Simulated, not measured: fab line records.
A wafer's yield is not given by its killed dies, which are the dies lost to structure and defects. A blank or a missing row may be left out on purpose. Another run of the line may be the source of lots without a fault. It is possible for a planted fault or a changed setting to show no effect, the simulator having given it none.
A single fault, viewed from 2 desks :: flow gf180mcu :: only its own numbers are on each desk; what lay behind them is given at the end

== FOR THE TOOL OWNER'S DESK: pecvd-03 ==
The tool's own readings at GF_MIM_CVD_05 (deposits Si3N4, target thk 42 nm, time 29.086 s): means of the sampled wafers that have a number, for each lot that ran on this tool. The brackets show how far a lot's mean lies from the usual mean; more than 4 standard deviations puts the lot out of limits, marked OUT.
Columns: A = heaterPowerW at GF_MIM_CVD_05, usual 689 W
lot: L554
first seen here: day 24 21:21
A: 741

lot: L568
first seen here: day 29 13:17
A: 736

lot: L567
first seen here: day 29 14:40
A: 742

lot: L570
first seen here: day 30 07:58
A: 767
Finding of this desk: none of the 4 lots has anything out of limits.

== THE METROLOGY DESK ==
Means of the sampled wafers that have a number, per lot and without regard to the tool the lot ran on: this is what the gauges read. The brackets show how far a lot's mean lies from the usual mean; more than 4 standard deviations puts the lot out of limits, marked OUT.
Columns: A = V4_W_RS at GF_V4_RS_MEAS_24, usual 0.326 ohm/sq; B = V4_W_THK at GF_V4_THK_MEAS_25, usual 351 nm; C = MIM_CVD_05_THK at GF_MIM_THK_MEAS_06, usual 41.9 nm; D = MIM_ALCU_RS at GF_MIM_RS_MEAS_10, usual 0.1596 ohm/sq; E = MIM_ALCU_THK at GF_MIM_THK_MEAS_11, usual 201.1 nm; F = cdNm at GF_M5_CD_MEAS_07, usual 280.0 nm; G = M5_OVL at GF_M5_OVL_MEAS_08, usual -7 nm
lot: L554
first seen here: day 24 20:39
A: 0.332
B: 342
C: 41.7
D: 0.1623
E: 197.9
F: 280.4
G: -10

lot: L555
first seen here: day 25 07:46
A: 0.328
B: 350
C: 41.8
D: 0.1581
E: 203.5
F: 278.3
G: -11

lot: L568
first seen here: day 29 12:37
A: 0.323
B: 352
C: 59.2 (+27) OUT
D: 0.1611
E: 197.2
F: 280.5
G: -2

lot: L567
first seen here: day 29 14:02
A: 0.327
B: 348
C: 77.1 (+55) OUT
D: 0.1596
E: 202.6
F: 279.9
G: -8

lot: L570
first seen here: day 30 07:19
A: 0.324
B: 353
C: 52.9 (+17) OUT
D: 0.1612
E: 201.5
F: 279.8
G: -10

lot: L571
first seen here: day 30 08:21
A: 0.327
B: 348
C: 42.1
D: 0.1615
E: 198.7
F: 280.4
G: -8

lot: L574
first seen here: day 31 01:16
A: 0.326
B: 346
C: 41.5
D: 0.1619
E: 197.6
F: 280.0
G: -8
Per this desk, out of limits: L567, L568, L570; the first was L568, day 29 13:19 (MIM_CVD_05_THK at GF_MIM_THK_MEAS_06). L554, L555, L571, L574: within limits.

== PUT TOGETHER ==
An alarm was possible from the metrology desk at day 29 13:19, on L567, L568, L570.
The desk of the tool owner found nothing out of limits.
Tool owner's desk: L567, L568, L570 on record, inside its limits.
GF_MIM_CVD_05 was run on pecvd-03 by each of the lots named.

== WHAT THE SIMULATOR HAD INSERTED ==
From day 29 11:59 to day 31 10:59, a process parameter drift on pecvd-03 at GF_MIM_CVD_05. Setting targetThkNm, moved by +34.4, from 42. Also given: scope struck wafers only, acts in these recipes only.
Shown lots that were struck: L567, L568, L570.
Time in hours between the start of the fault and the first out-of-limits reading at each desk: metrology desk, 1.
